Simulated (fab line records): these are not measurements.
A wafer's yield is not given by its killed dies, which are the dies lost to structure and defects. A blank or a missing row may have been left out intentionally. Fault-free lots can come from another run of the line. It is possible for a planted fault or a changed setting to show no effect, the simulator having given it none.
Chamber matching / flow gf180mcu / pecvd-04 running GF_V3_CVD_02: 3 sister chambers
The step deposits SiO2 from TEOS, target thk 850 nm, time 94.851 s. 17 wafers are shown with their chamber, then 8 later ones without.

WAFERS, EACH WITH ITS CHAMBER
wafer=L526.2; chamber=0; heater power w (W)=629; rf fwd power W (W)=596.8
wafer=L526.4; chamber=2; heater power w (W)=751; rf fwd power W (W)=600.5
wafer=L526.6; chamber=0; heater power w (W)=653; rf fwd power W (W)=594.7
wafer=L529.2; chamber=0; heater power w (W)=559; rf fwd power W (W)=597.1
wafer=L529.5; chamber=2; heater power w (W)=717; rf fwd power W (W)=599.4
wafer=L529.6; chamber=0; heater power w (W)=604; rf fwd power W (W)=598.7
wafer=L531.1; chamber=2; heater power w (W)=743; rf fwd power W (W)=597.8
wafer=L531.5; chamber=1; heater power w (W)=561; rf fwd power W (W)=597.8
wafer=L531.6; chamber=2; heater power w (W)=776; rf fwd power W (W)=594.9
wafer=L532.1; chamber=1; heater power w (W)=564; rf fwd power W (W)=598.8
wafer=L532.4; chamber=1; heater power w (W)=460; rf fwd power W (W)=599.3
wafer=L532.6; chamber=0; heater power w (W)=533; rf fwd power W (W)=595.8
wafer=L534.2; chamber=0; heater power w (W)=641; rf fwd power W (W)=595.3
wafer=L534.4; chamber=0; heater power w (W)=518; rf fwd power W (W)=597.2
wafer=L534.5; chamber=0; heater power w (W)=576; rf fwd power W (W)=597.6
wafer=L538.4; chamber=1; heater power w (W)=578; rf fwd power W (W)=595.0
wafer=L538.5; chamber=2; heater power w (W)=784; rf fwd power W (W)=596.8

SIGNATURES (averages over the wafers above)
reading=heater power w; chamber 0=589.12; chamber 1=540.75; chamber 2=754.20; scatter within a chamber=46
reading=rf fwd power W; chamber 0=596.650; chamber 1=597.725; chamber 2=597.880; scatter within a chamber=1.74
Rule: a wafer's distance from a chamber is the root of the sum, over the readings, of the square of ((its reading less the chamber's mean) divided by the reading's scatter). The wafer belongs to the nearest chamber; if the next one is less than 2 further off, it can't be placed. How the scatter is found: for the shown wafers, subtract from each reading the mean of its chamber, square and add these, divide the total by (wafers less chambers), then take the root.

WAFERS WHOSE CHAMBER IS MISSING
wafer=L538.6; heater power w (W)=535; rf fwd power W (W)=598.7
wafer=L539.1; heater power w (W)=797; rf fwd power W (W)=598.0
wafer=L539.3; heater power w (W)=566; rf fwd power W (W)=597.9
wafer=L539.4; heater power w (W)=673; rf fwd power W (W)=598.2
wafer=L540.2; heater power w (W)=565; rf fwd power W (W)=597.7
wafer=L540.4; heater power w (W)=710; rf fwd power W (W)=603.0
wafer=L544.1; heater power w (W)=657; rf fwd power W (W)=596.5
wafer=L544.5; heater power w (W)=764; rf fwd power W (W)=595.9

THE CHAMBER EACH PASSED THROUGH
wafer=L538.6; from the rows above=can't be placed: 1 or 0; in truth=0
wafer=L539.1; from the rows above=2; in truth=2
wafer=L539.3; from the rows above=can't be placed: 1 or 0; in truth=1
wafer=L539.4; from the rows above=can't be placed: 2 or 0 or 1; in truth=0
wafer=L540.2; from the rows above=can't be placed: 1 or 0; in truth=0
wafer=L540.4; from the rows above=can't be placed: 2 or 0 or 1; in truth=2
wafer=L544.1; from the rows above=can't be placed: 0 or 2 or 1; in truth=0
wafer=L544.5; from the rows above=2; in truth=2
Placed correctly: 2 of 8. From these rows, 6 cannot be placed; in 6 the true chamber is one of the candidates. 0 placed wrongly.
